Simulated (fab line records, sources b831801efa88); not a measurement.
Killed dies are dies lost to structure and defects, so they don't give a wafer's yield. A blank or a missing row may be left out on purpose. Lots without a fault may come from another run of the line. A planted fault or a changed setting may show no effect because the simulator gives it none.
Chamber matching | flow sky130 | SKY_CAP2M_CVD_00 on pecvd-03: 3 sister chambers
The step deposits SiO2, target thk 15.5 nm. 18 wafers are shown with their chamber, then 9 later ones without.

WAFERS WITH THEIR CHAMBER
wafer  | chamber | heater_power_w (W)
L076.1 | 0       | 811
L076.3 | 1       | 753
L076.5 | 0       | 814
L078.1 | 2       | 579
L078.3 | 0       | 782
L078.4 | 1       | 796
L082.3 | 1       | 778
L082.5 | 1       | 762
L082.6 | 0       | 798
L084.1 | 0       | 779
L084.2 | 2       | 608
L084.6 | 0       | 796
L090.2 | 0       | 854
L090.3 | 1       | 729
L090.4 | 1       | 741
L092.1 | 2       | 633
L092.3 | 0       | 818
L092.5 | 2       | 649

SIGNATURES (means of the wafers above)
reading        | chamber 0 | chamber 1 | chamber 2 | scatter within a chamber
heater_power_w | 806.50    | 759.83    | 617.25    | 25.6
Rule: a wafer's distance from a chamber is the root of the sum, over the readings, of the square of ((its reading less the chamber's mean) divided by the reading's scatter). The wafer belongs to the nearest chamber; if the next one is less than 2 further off, it can't be placed. The scatter: the root of (the sum of the squares of (reading less its chamber's mean) over the shown wafers, divided by (wafers less chambers)).

WAFERS WITHOUT THEIR CHAMBER
wafer  | heater_power_w (W)
L093.1 | 751
L093.5 | 772
L093.6 | 815
L096.3 | 624
L096.4 | 795
L096.5 | 784
L097.1 | 649
L097.3 | 788
L097.5 | 649

WHICH CHAMBER EACH WENT THROUGH
wafer  | from the rows above     | in truth
L093.1 | can't be placed: 1 or 0 | 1
L093.5 | can't be placed: 1 or 0 | 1
L093.6 | can't be placed: 0 or 1 | 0
L096.3 | 2                       | 2
L096.4 | can't be placed: 0 or 1 | 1
L096.5 | can't be placed: 0 or 1 | 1
L097.1 | 2                       | 2
L097.3 | can't be placed: 0 or 1 | 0
L097.5 | 2                       | 2
Placed correctly: 3 of 9. Can't be placed from these rows: 6 (the true chamber is among the candidates in 6). Placed wrongly: 0.
